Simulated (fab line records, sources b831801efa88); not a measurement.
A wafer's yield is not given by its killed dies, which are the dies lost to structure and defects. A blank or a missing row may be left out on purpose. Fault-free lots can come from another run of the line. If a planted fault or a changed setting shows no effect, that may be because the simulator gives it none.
Which tool did it? || flow gf180mcu || 24 lots with 72 wafers sampled at 6 steps, on a route of 602 steps

WHAT EACH GAUGE READ, for each wafer
GF_SAB_OVL_MEAS_10. Usual: for SAB_OVL the level is 0.2 nm and the standard deviation is 1.3.
{"lot": "L074", "measured": "day 15 02:37", "on": "overlay-02", "SAB_OVL (nm)": "-0.7 -1.3 -1.8", "flag": ""}
{"lot": "L075", "measured": "day 15 07:43", "on": "overlay-01", "SAB_OVL (nm)": "1.3 -0.1 -1.7", "flag": ""}
{"lot": "L076", "measured": "day 15 18:39", "on": "overlay-01", "SAB_OVL (nm)": "0.0 1.7 1.0", "flag": ""}
{"lot": "L077", "measured": "day 16 02:50", "on": "overlay-01", "SAB_OVL (nm)": "0.3 0.5 2.2", "flag": ""}
{"lot": "L078", "measured": "day 16 12:25", "on": "overlay-01", "SAB_OVL (nm)": "1.8 -0.5 2.5", "flag": ""}
{"lot": "L079", "measured": "day 16 21:13", "on": "overlay-01", "SAB_OVL (nm)": "-0.2 1.7 -0.2", "flag": ""}
{"lot": "L080", "measured": "day 17 07:58", "on": "overlay-01", "SAB_OVL (nm)": "3.1 2.2 1.4", "flag": ""}
{"lot": "L081", "measured": "day 17 18:02", "on": "overlay-02", "SAB_OVL (nm)": "-1.3 -2.6 1.1", "flag": ""}
{"lot": "L082", "measured": "day 18 03:13", "on": "overlay-02", "SAB_OVL (nm)": "0.0 -1.2 -2.1", "flag": ""}
{"lot": "L083", "measured": "day 18 14:14", "on": "overlay-02", "SAB_OVL (nm)": "-0.5 0.8 -0.6", "flag": ""}
{"lot": "L084", "measured": "day 18 18:06", "on": "overlay-02", "SAB_OVL (nm)": "0.1 1.3 0.7", "flag": ""}
{"lot": "L085", "measured": "day 19 11:09", "on": "overlay-01", "SAB_OVL (nm)": "1.2 1.2 0.5", "flag": ""}
{"lot": "L086", "measured": "day 19 21:05", "on": "overlay-02", "SAB_OVL (nm)": "-0.5 -0.3 1.7", "flag": ""}
{"lot": "L087", "measured": "day 20 02:40", "on": "overlay-02", "SAB_OVL (nm)": "-1.2 -1.3 -1.3", "flag": ""}
{"lot": "L088", "measured": "day 20 07:09", "on": "overlay-02", "SAB_OVL (nm)": "0.4 -0.4 0.5", "flag": ""}
{"lot": "L089", "measured": "day 20 17:33", "on": "overlay-02", "SAB_OVL (nm)": "0.0 -1.1 0.0", "flag": ""}
{"lot": "L090", "measured": "day 21 02:02", "on": "overlay-01", "SAB_OVL (nm)": "1.0 -0.4 0.7", "flag": ""}
{"lot": "L091", "measured": "day 21 09:13", "on": "overlay-01", "SAB_OVL (nm)": "0.3 -1.6 1.0", "flag": ""}
{"lot": "L092", "measured": "day 21 16:55", "on": "overlay-02", "SAB_OVL (nm)": "-1.4 -0.2 1.4", "flag": ""}
{"lot": "L093", "measured": "day 22 02:53", "on": "overlay-01", "SAB_OVL (nm)": "0.6 2.1 2.4", "flag": ""}
{"lot": "L094", "measured": "day 22 11:55", "on": "overlay-02", "SAB_OVL (nm)": "0.4 0.0 -0.4", "flag": ""}
{"lot": "L095", "measured": "day 22 17:39", "on": "overlay-02", "SAB_OVL (nm)": "-0.6 -1.0 0.2", "flag": ""}
{"lot": "L096", "measured": "day 23 00:45", "on": "overlay-02", "SAB_OVL (nm)": "1.6 0.0 1.3", "flag": ""}
{"lot": "L097", "measured": "day 23 12:03", "on": "overlay-01", "SAB_OVL (nm)": "-0.1 1.0 1.9", "flag": ""}

GF_V1_RS_MEAS_24: uses a four-point probe to measure. Usual: for V1_W_RS the level is 0.327 ohm/sq and the standard deviation is 0.0045.
{"lot": "L074", "measured": "day 18 02:50", "on": "film metro-02", "V1_W_RS (ohm/sq)": "0.332 0.329 0.331", "flag": ""}
{"lot": "L075", "measured": "day 18 10:42", "on": "film metro-02", "V1_W_RS (ohm/sq)": "0.333 0.328 0.336", "flag": ""}
{"lot": "L076", "measured": "day 18 21:38", "on": "film metro-03", "V1_W_RS (ohm/sq)": "0.325 0.329 0.327", "flag": ""}
{"lot": "L077", "measured": "day 19 06:13", "on": "film metro-04", "V1_W_RS (ohm/sq)": "0.324 0.331 0.321", "flag": ""}
{"lot": "L078", "measured": "day 19 17:32", "on": "film metro-04", "V1_W_RS (ohm/sq)": "0.338 0.332 0.328", "flag": ""}
{"lot": "L079", "measured": "day 20 00:45", "on": "film metro-02", "V1_W_RS (ohm/sq)": "0.331 0.333 0.327", "flag": ""}
{"lot": "L080", "measured": "day 20 13:18", "on": "film metro-03", "V1_W_RS (ohm/sq)": "0.328 0.321 0.317", "flag": ""}
{"lot": "L081", "measured": "day 21 00:11", "on": "film metro-03", "V1_W_RS (ohm/sq)": "0.326 0.326 0.328", "flag": ""}
{"lot": "L082", "measured": "day 21 09:14", "on": "film metro-02", "V1_W_RS (ohm/sq)": "0.327 0.321 0.318", "flag": ""}
{"lot": "L083", "measured": "day 21 20:44", "on": "film metro-03", "V1_W_RS (ohm/sq)": "0.324 0.330 0.324", "flag": ""}
{"lot": "L084", "measured": "day 22 00:17", "on": "film metro-03", "V1_W_RS (ohm/sq)": "0.327 0.324 0.324", "flag": ""}
{"lot": "L085", "measured": "day 22 15:49", "on": "film metro-02", "V1_W_RS (ohm/sq)": "0.333 0.331 0.327", "flag": ""}
{"lot": "L086", "measured": "day 23 01:42", "on": "film metro-02", "V1_W_RS (ohm/sq)": "0.325 0.325 0.328", "flag": ""}
{"lot": "L087", "measured": "day 23 07:16", "on": "film metro-03", "V1_W_RS (ohm/sq)": "0.331 0.331 0.334", "flag": ""}
{"lot": "L088", "measured": "day 23 12:11", "on": "film metro-03", "V1_W_RS (ohm/sq)": "0.320 0.328 0.321", "flag": ""}
{"lot": "L089", "measured": "day 23 20:54", "on": "film metro-02", "V1_W_RS (ohm/sq)": "0.318 0.326 0.326", "flag": ""}
{"lot": "L090", "measured": "day 24 04:38", "on": "film metro-03", "V1_W_RS (ohm/sq)": "0.322 0.331 0.328", "flag": ""}
{"lot": "L091", "measured": "day 24 11:42", "on": "film metro-04", "V1_W_RS (ohm/sq)": "0.325 0.330 0.328", "flag": ""}
{"lot": "L092", "measured": "day 24 19:32", "on": "film metro-04", "V1_W_RS (ohm/sq)": "0.326 0.324 0.331", "flag": ""}
{"lot": "L093", "measured": "day 25 03:44", "on": "film metro-02", "V1_W_RS (ohm/sq)": "0.325 0.328 0.322", "flag": ""}
{"lot": "L094", "measured": "day 25 12:04", "on": "film metro-03", "V1_W_RS (ohm/sq)": "0.331 0.331 0.331", "flag": ""}
{"lot": "L095", "measured": "day 25 18:52", "on": "film metro-04", "V1_W_RS (ohm/sq)": "0.321 0.329 0.329", "flag": ""}
{"lot": "L096", "measured": "day 26 00:31", "on": "film metro-03", "V1_W_RS (ohm/sq)": "0.325 0.320 0.329", "flag": ""}
{"lot": "L097", "measured": "day 26 11:06", "on": "film metro-03", "V1_W_RS (ohm/sq)": "0.332 0.333 0.334", "flag": ""}

GF_V2_CD_MEAS_14: target cd 260 nm. Usual: 259.9 nm for cd nm, sd 0.9.
{"lot": "L074", "measured": "day 20 04:36", "on": "cd sem-02", "cd nm (nm)": "261.1 258.8 259.8", "flag": ""}
{"lot": "L075", "measured": "day 20 14:00", "on": "cd sem-02", "cd nm (nm)": "258.9 260.4 258.7", "flag": ""}
{"lot": "L076", "measured": "day 20 23:52", "on": "cd sem-01", "cd nm (nm)": "261.1 259.8 260.2", "flag": ""}
{"lot": "L077", "measured": "day 21 09:16", "on": "cd sem-02", "cd nm (nm)": "260.8 261.1 259.8", "flag": ""}
{"lot": "L078", "measured": "day 21 20:11", "on": "cd sem-02", "cd nm (nm)": "262.9 260.8 262.2", "flag": ""}
{"lot": "L079", "measured": "day 22 02:31", "on": "cd sem-01", "cd nm (nm)": "260.1 259.7 261.6", "flag": ""}
{"lot": "L080", "measured": "day 22 14:23", "on": "cd sem-01", "cd nm (nm)": "260.0 260.1 259.9", "flag": ""}
{"lot": "L081", "measured": "day 23 01:32", "on": "cd sem-02", "cd nm (nm)": "259.3 258.3 258.6", "flag": ""}
{"lot": "L082", "measured": "day 23 09:48", "on": "cd sem-02", "cd nm (nm)": "259.3 261.0 259.3", "flag": ""}
{"lot": "L083", "measured": "day 23 21:03", "on": "cd sem-01", "cd nm (nm)": "259.7 261.0 260.5", "flag": ""}
{"lot": "L084", "measured": "day 23 23:31", "on": "cd sem-01", "cd nm (nm)": "259.7 259.5 259.5", "flag": ""}
{"lot": "L085", "measured": "day 24 14:58", "on": "cd sem-01", "cd nm (nm)": "260.7 260.4 260.5", "flag": ""}
{"lot": "L086", "measured": "day 25 00:29", "on": "cd sem-02", "cd nm (nm)": "260.3 258.7 257.8", "flag": ""}
{"lot": "L087", "measured": "day 25 05:24", "on": "cd sem-02", "cd nm (nm)": "259.2 258.4 259.3", "flag": ""}
{"lot": "L088", "measured": "day 25 10:22", "on": "cd sem-01", "cd nm (nm)": "261.2 259.8 259.9", "flag": ""}
{"lot": "L089", "measured": "day 25 19:20", "on": "cd sem-01", "cd nm (nm)": "259.9 261.7 261.1", "flag": ""}
{"lot": "L090", "measured": "day 26 02:09", "on": "cd sem-02", "cd nm (nm)": "260.0 259.4 259.3", "flag": ""}
{"lot": "L091", "measured": "day 26 08:46", "on": "cd sem-02", "cd nm (nm)": "258.5 259.9 260.4", "flag": ""}
{"lot": "L092", "measured": "day 26 16:19", "on": "cd sem-02", "cd nm (nm)": "260.5 260.1 260.3", "flag": ""}
{"lot": "L093", "measured": "day 26 22:29", "on": "cd sem-01", "cd nm (nm)": "259.7 260.8 259.6", "flag": ""}
{"lot": "L094", "measured": "day 27 08:00", "on": "cd sem-02", "cd nm (nm)": "259.0 260.6 259.9", "flag": ""}
{"lot": "L095", "measured": "day 27 13:34", "on": "cd sem-02", "cd nm (nm)": "260.7 260.3 259.6", "flag": ""}
{"lot": "L096", "measured": "day 27 19:02", "on": "cd sem-02", "cd nm (nm)": "259.2 258.5 259.7", "flag": ""}
{"lot": "L097", "measured": "day 28 06:26", "on": "cd sem-01", "cd nm (nm)": "260.0 259.3 260.0", "flag": ""}

TOOL THAT RAN EACH LOT (tool first, then ch and the chambers of the sampled wafers, then the start)
{"lot": "L074", "GF_CONTACT_ETCH_17": "rie diel-03 ch 2,3, day 17 02:19 or earlier", "GF_V1_CVD_02": "pecvd-04 ch 0,1, day 17 02:19", "GF_V1_SPUTTER_22": "pvd sputter-01, day 18 02:41"}
{"lot": "L075", "GF_CONTACT_ETCH_17": "rie diel-03 ch 0,1,2, day 17 09:09 or earlier", "GF_V1_CVD_02": "pecvd-02 ch 0,1,2, day 17 09:09", "GF_V1_SPUTTER_22": "pvd sputter-04, day 18 10:32"}
{"lot": "L076", "GF_CONTACT_ETCH_17": "rie diel-02 ch 1,2, day 17 20:21 or earlier", "GF_V1_CVD_02": "pecvd-04 ch 0,1, day 17 20:21", "GF_V1_SPUTTER_22": "pvd sputter-02, day 18 21:28"}
{"lot": "L077", "GF_CONTACT_ETCH_17": "rie diel-02 ch 1,2,3, day 18 04:06 or earlier", "GF_V1_CVD_02": "pecvd-04 ch 0,1,2, day 18 04:06", "GF_V1_SPUTTER_22": "pvd sputter-04, day 19 06:01"}
{"lot": "L078", "GF_CONTACT_ETCH_17": "rie diel-04 ch 1,2,3, day 18 15:28 or earlier", "GF_V1_CVD_02": "pecvd-01 ch 0,1,2, day 18 15:28", "GF_V1_SPUTTER_22": "pvd sputter-01, day 19 17:19"}
{"lot": "L079", "GF_CONTACT_ETCH_17": "rie diel-04 ch 0,3, day 18 23:24 or earlier", "GF_V1_CVD_02": "pecvd-04 ch 0,1,2, day 18 23:24", "GF_V1_SPUTTER_22": "pvd sputter-01, day 20 00:32"}
{"lot": "L080", "GF_CONTACT_ETCH_17": "rie diel-03 ch 0,1, day 19 11:40 or earlier", "GF_V1_CVD_02": "pecvd-01 ch 0,1,2, day 19 11:40", "GF_V1_SPUTTER_22": "pvd sputter-01, day 20 13:08"}
{"lot": "L081", "GF_CONTACT_ETCH_17": "rie diel-04 ch 1,2,3, day 19 22:15 or earlier", "GF_V1_CVD_02": "pecvd-04 ch 0,1,2, day 19 22:15", "GF_V1_SPUTTER_22": "pvd sputter-04, day 21 00:02"}
{"lot": "L082", "GF_CONTACT_ETCH_17": "rie diel-02 ch 0,3, day 20 07:41 or earlier", "GF_V1_CVD_02": "pecvd-01 ch 0,1,2, day 20 07:41", "GF_V1_SPUTTER_22": "pvd sputter-01, day 21 09:05"}
{"lot": "L083", "GF_CONTACT_ETCH_17": "rie diel-02 ch 1,2,3, day 20 18:57 or earlier", "GF_V1_CVD_02": "pecvd-01 ch 0,1,2, day 20 18:57", "GF_V1_SPUTTER_22": "pvd sputter-02, day 21 20:35"}
{"lot": "L084", "GF_CONTACT_ETCH_17": "rie diel-03 ch 0,1,2, day 20 23:11 or earlier", "GF_V1_CVD_02": "pecvd-04 ch 0,2, day 20 23:11", "GF_V1_SPUTTER_22": "pvd sputter-02, day 22 00:08"}
{"lot": "L085", "GF_CONTACT_ETCH_17": "rie diel-03 ch 0,2,3, day 21 15:07 or earlier", "GF_V1_CVD_02": "pecvd-02 ch 0,1, day 21 15:07", "GF_V1_SPUTTER_22": "pvd sputter-04, day 22 15:40"}
{"lot": "L086", "GF_CONTACT_ETCH_17": "rie diel-03 ch 0,2, day 22 00:49 or earlier", "GF_V1_CVD_02": "pecvd-02 ch 0,1, day 22 00:49", "GF_V1_SPUTTER_22": "pvd sputter-01, day 23 01:25"}
{"lot": "L087", "GF_CONTACT_ETCH_17": "rie diel-02 ch 0,1,3, day 22 06:20 or earlier", "GF_V1_CVD_02": "pecvd-04 ch 0,1, day 22 06:20", "GF_V1_SPUTTER_22": "pvd sputter-02, day 23 06:59"}
{"lot": "L088", "GF_CONTACT_ETCH_17": "rie diel-03 ch 1,2, day 22 11:00 or earlier", "GF_V1_CVD_02": "pecvd-01 ch 0,2, day 22 11:00", "GF_V1_SPUTTER_22": "pvd sputter-01, day 23 12:02"}
{"lot": "L089", "GF_CONTACT_ETCH_17": "rie diel-04 ch 1,2,3, day 22 20:44 or earlier", "GF_V1_CVD_02": "pecvd-01 ch 0,1,2, day 22 20:44", "GF_V1_SPUTTER_22": "pvd sputter-02, day 23 20:45"}
{"lot": "L090", "GF_CONTACT_ETCH_17": "rie diel-02 ch 0,1, day 23 04:59 or earlier", "GF_V1_CVD_02": "pecvd-01 ch 0,1, day 23 04:59", "GF_V1_SPUTTER_22": "pvd sputter-02, day 24 04:29"}
{"lot": "L091", "GF_CONTACT_ETCH_17": "rie diel-03 ch 0,1,2, day 23 12:00 or earlier", "GF_V1_CVD_02": "pecvd-04 ch 0,1,2, day 23 12:00", "GF_V1_SPUTTER_22": "pvd sputter-04, day 24 11:33"}
{"lot": "L092", "GF_CONTACT_ETCH_17": "rie diel-03 ch 0,1,2, day 23 19:20 or earlier", "GF_V1_CVD_02": "pecvd-04 ch 0,1, day 23 19:20", "GF_V1_SPUTTER_22": "pvd sputter-02, day 24 19:20"}
{"lot": "L093", "GF_CONTACT_ETCH_17": "rie diel-04 ch 1,2,3, day 24 04:08 or earlier", "GF_V1_CVD_02": "pecvd-04 ch 0,1,2, day 24 04:08", "GF_V1_SPUTTER_22": "pvd sputter-01, day 25 03:35"}
{"lot": "L094", "GF_CONTACT_ETCH_17": "rie diel-04 ch 0,2, day 24 12:23 or earlier", "GF_V1_CVD_02": "pecvd-01 ch 0,1, day 24 12:23", "GF_V1_SPUTTER_22": "pvd sputter-04, day 25 11:53"}
{"lot": "L095", "GF_CONTACT_ETCH_17": "rie diel-04 ch 1,3, day 24 19:20 or earlier", "GF_V1_CVD_02": "pecvd-02 ch 0,1,2, day 24 19:20", "GF_V1_SPUTTER_22": "pvd sputter-02, day 25 18:43"}
{"lot": "L096", "GF_CONTACT_ETCH_17": "rie diel-04 ch 2,3, day 25 02:14 or earlier", "GF_V1_CVD_02": "pecvd-04 ch 1,2, day 25 02:14", "GF_V1_SPUTTER_22": "pvd sputter-02, day 26 00:20"}
{"lot": "L097", "GF_CONTACT_ETCH_17": "rie diel-03 ch 0,1,3, day 25 11:29 or earlier", "GF_V1_CVD_02": "pecvd-02 ch 0,1,2, day 25 11:29", "GF_V1_SPUTTER_22": "pvd sputter-02, day 26 10:56"}
- GF_CONTACT_ETCH_17: etches SiO2 in C4F8/O2/Ar, stops on CoSi2, target depth 860 nm.
- GF_V1_CVD_02: deposits SiO2 from TEOS, target thk 850 nm, time 94.851 s.
- GF_V1_SPUTTER_22: material TiN, target thk 10 nm, time 40 s.

AS READ BY THE TOOLS THEMSELVES (means over the sampled wafers that have a number; for cases with no such wafer, the mark the record gives instead)
GF_CONTACT_ETCH_17. Usual: bias w 1200 W, standard deviation 3.5; oes product au 0.819 a.u., standard deviation 0.0047.
{"lot": "L074", "tool": "rie diel-03", "bias w (W)": 1202, "oes product au (a.u.)": 0.819, "flag": ""}
{"lot": "L075", "tool": "rie diel-03", "bias w (W)": 1201, "oes product au (a.u.)": 0.814, "flag": ""}
{"lot": "L076", "tool": "rie diel-02", "bias w (W)": 1199, "oes product au (a.u.)": 0.814, "flag": ""}
{"lot": "L077", "tool": "rie diel-02", "bias w (W)": 1198, "oes product au (a.u.)": 0.816, "flag": ""}
{"lot": "L078", "tool": "rie diel-04", "bias w (W)": 1199, "oes product au (a.u.)": 0.821, "flag": ""}
{"lot": "L079", "tool": "rie diel-04", "bias w (W)": 1196, "oes product au (a.u.)": 0.820, "flag": ""}
{"lot": "L080", "tool": "rie diel-03", "bias w (W)": 1204, "oes product au (a.u.)": 0.818, "flag": ""}
{"lot": "L081", "tool": "rie diel-04", "bias w (W)": 1199, "oes product au (a.u.)": 0.817, "flag": ""}
{"lot": "L082", "tool": "rie diel-02", "bias w (W)": 1202, "oes product au (a.u.)": 0.815, "flag": ""}
{"lot": "L083", "tool": "rie diel-02", "bias w (W)": 1204, "oes product au (a.u.)": 0.821, "flag": ""}
{"lot": "L084", "tool": "rie diel-03", "bias w (W)": 1198, "oes product au (a.u.)": 0.819, "flag": ""}
{"lot": "L085", "tool": "rie diel-03", "bias w (W)": 1200, "oes product au (a.u.)": 0.815, "flag": ""}
{"lot": "L086", "tool": "rie diel-03", "bias w (W)": 1200, "oes product au (a.u.)": 0.819, "flag": ""}
{"lot": "L087", "tool": "rie diel-02", "bias w (W)": 1201, "oes product au (a.u.)": 0.822, "flag": ""}
{"lot": "L088", "tool": "rie diel-03", "bias w (W)": 1198, "oes product au (a.u.)": 0.824, "flag": ""}
{"lot": "L089", "tool": "rie diel-04", "bias w (W)": 1204, "oes product au (a.u.)": 0.816, "flag": ""}
{"lot": "L090", "tool": "rie diel-02", "bias w (W)": 1200, "oes product au (a.u.)": 0.817, "flag": ""}
{"lot": "L091", "tool": "rie diel-03", "bias w (W)": 1200, "oes product au (a.u.)": 0.821, "flag": ""}
{"lot": "L092", "tool": "rie diel-03", "bias w (W)": 1198, "oes product au (a.u.)": 0.820, "flag": ""}
{"lot": "L093", "tool": "rie diel-04", "bias w (W)": 1201, "oes product au (a.u.)": 0.819, "flag": ""}
{"lot": "L094", "tool": "rie diel-04", "bias w (W)": 1204, "oes product au (a.u.)": 0.818, "flag": ""}
{"lot": "L095", "tool": "rie diel-04", "bias w (W)": 1197, "oes product au (a.u.)": 0.819, "flag": ""}
{"lot": "L096", "tool": "rie diel-04", "bias w (W)": 1204, "oes product au (a.u.)": 0.816, "flag": ""}
{"lot": "L097", "tool": "rie diel-03", "bias w (W)": 1201, "oes product au (a.u.)": 0.816, "flag": ""}

GF_V1_CVD_02. Usual: heater power outer w 406 W, standard deviation 71; heater power w 663 W, standard deviation 100.
{"lot": "L074", "tool": "pecvd-04", "heater power outer w (W)": 434, "heater power w (W)": 637, "flag": ""}
{"lot": "L075", "tool": "pecvd-02", "heater power outer w (W)": 396, "heater power w (W)": 675, "flag": ""}
{"lot": "L076", "tool": "pecvd-04", "heater power outer w (W)": 439, "heater power w (W)": 653, "flag": ""}
{"lot": "L077", "tool": "pecvd-04", "heater power outer w (W)": 408, "heater power w (W)": 628, "flag": ""}
{"lot": "L078", "tool": "pecvd-01", "heater power outer w (W)": 411, "heater power w (W)": 697, "flag": ""}
{"lot": "L079", "tool": "pecvd-04", "heater power outer w (W)": 426, "heater power w (W)": 668, "flag": ""}
{"lot": "L080", "tool": "pecvd-01", "heater power outer w (W)": 415, "heater power w (W)": 705, "flag": ""}
{"lot": "L081", "tool": "pecvd-04", "heater power outer w (W)": 433, "heater power w (W)": 667, "flag": ""}
{"lot": "L082", "tool": "pecvd-01", "heater power outer w (W)": 398, "heater power w (W)": 690, "flag": ""}
{"lot": "L083", "tool": "pecvd-01", "heater power outer w (W)": 408, "heater power w (W)": 687, "flag": ""}
{"lot": "L084", "tool": "pecvd-04", "heater power outer w (W)": 468, "heater power w (W)": 688, "flag": ""}
{"lot": "L085", "tool": "pecvd-02", "heater power outer w (W)": 409, "heater power w (W)": 706, "flag": ""}
{"lot": "L086", "tool": "pecvd-02", "heater power outer w (W)": 377, "heater power w (W)": 635, "flag": ""}
{"lot": "L087", "tool": "pecvd-04", "heater power outer w (W)": 412, "heater power w (W)": 610, "flag": ""}
{"lot": "L088", "tool": "pecvd-01", "heater power outer w (W)": 416, "heater power w (W)": 704, "flag": ""}
{"lot": "L089", "tool": "pecvd-01", "heater power outer w (W)": 450, "heater power w (W)": 755, "flag": ""}
{"lot": "L090", "tool": "pecvd-01", "heater power outer w (W)": 356, "heater power w (W)": 603, "flag": ""}
{"lot": "L091", "tool": "pecvd-04", "heater power outer w (W)": 368, "heater power w (W)": 587, "flag": ""}
{"lot": "L092", "tool": "pecvd-04", "heater power outer w (W)": 415, "heater power w (W)": 618, "flag": ""}
{"lot": "L093", "tool": "pecvd-04", "heater power outer w (W)": 399, "heater power w (W)": 628, "flag": ""}
{"lot": "L094", "tool": "pecvd-01", "heater power outer w (W)": 351, "heater power w (W)": 597, "flag": ""}
{"lot": "L095", "tool": "pecvd-02", "heater power outer w (W)": 399, "heater power w (W)": 684, "flag": ""}
{"lot": "L096", "tool": "pecvd-04", "heater power outer w (W)": 416, "heater power w (W)": 647, "flag": ""}
{"lot": "L097", "tool": "pecvd-02", "heater power outer w (W)": 377, "heater power w (W)": 668, "flag": ""}

GF_V1_SPUTTER_22. Usual: 30.0 % for throttle valve pct, sd 0.85.
{"lot": "L074", "tool": "pvd sputter-01", "throttle valve pct (%)": 29.9, "flag": ""}
{"lot": "L075", "tool": "pvd sputter-04", "throttle valve pct (%)": 30.0, "flag": ""}
{"lot": "L076", "tool": "pvd sputter-02", "throttle valve pct (%)": 29.8, "flag": ""}
{"lot": "L077", "tool": "pvd sputter-04", "throttle valve pct (%)": 30.3, "flag": ""}
{"lot": "L078", "tool": "pvd sputter-01", "throttle valve pct (%)": 30.3, "flag": ""}
{"lot": "L079", "tool": "pvd sputter-01", "throttle valve pct (%)": 30.5, "flag": ""}
{"lot": "L080", "tool": "pvd sputter-01", "throttle valve pct (%)": 30.6, "flag": ""}
{"lot": "L081", "tool": "pvd sputter-04", "throttle valve pct (%)": 30.5, "flag": ""}
{"lot": "L082", "tool": "pvd sputter-01", "throttle valve pct (%)": 29.9, "flag": ""}
{"lot": "L083", "tool": "pvd sputter-02", "throttle valve pct (%)": 29.9, "flag": ""}
{"lot": "L084", "tool": "pvd sputter-02", "throttle valve pct (%)": 30.0, "flag": ""}
{"lot": "L085", "tool": "pvd sputter-04", "throttle valve pct (%)": 30.3, "flag": ""}
{"lot": "L086", "tool": "pvd sputter-01", "throttle valve pct (%)": 30.5, "flag": ""}
{"lot": "L087", "tool": "pvd sputter-02", "throttle valve pct (%)": 30.1, "flag": ""}
{"lot": "L088", "tool": "pvd sputter-01", "throttle valve pct (%)": 30.1, "flag": ""}
{"lot": "L089", "tool": "pvd sputter-02", "throttle valve pct (%)": 29.6, "flag": ""}
{"lot": "L090", "tool": "pvd sputter-02", "throttle valve pct (%)": 28.9, "flag": ""}
{"lot": "L091", "tool": "pvd sputter-04", "throttle valve pct (%)": 30.2, "flag": ""}
{"lot": "L092", "tool": "pvd sputter-02", "throttle valve pct (%)": 29.7, "flag": ""}
{"lot": "L093", "tool": "pvd sputter-01", "throttle valve pct (%)": 30.0, "flag": ""}
{"lot": "L094", "tool": "pvd sputter-04", "throttle valve pct (%)": 30.2, "flag": ""}
{"lot": "L095", "tool": "pvd sputter-02", "throttle valve pct (%)": 29.6, "flag": ""}
{"lot": "L096", "tool": "pvd sputter-02", "throttle valve pct (%)": 29.6, "flag": ""}
{"lot": "L097", "tool": "pvd sputter-02", "throttle valve pct (%)": 29.9, "flag": ""}

THE ANSWER, worked out from the rows above alone
Rule: a lot is off if the mean of its wafers that have a number lies more than 3 standard deviations from the usual mean. A lot without any number at a reading at which 4 lots or more have one is off too. All remaining lots with rows at the step are treated as sound. Order of review: gauges by route order, followed by the tools' own readings, for which a lot's mean as printed above is used. The first step at which some lot is off is used, and at that step the reading that is off furthest; a lot without a number counts as furthest.
No lot is off on any of the readings shown, so nothing can be concluded from this.

WHAT HAD BEEN PUT IN BY THE SIMULATOR
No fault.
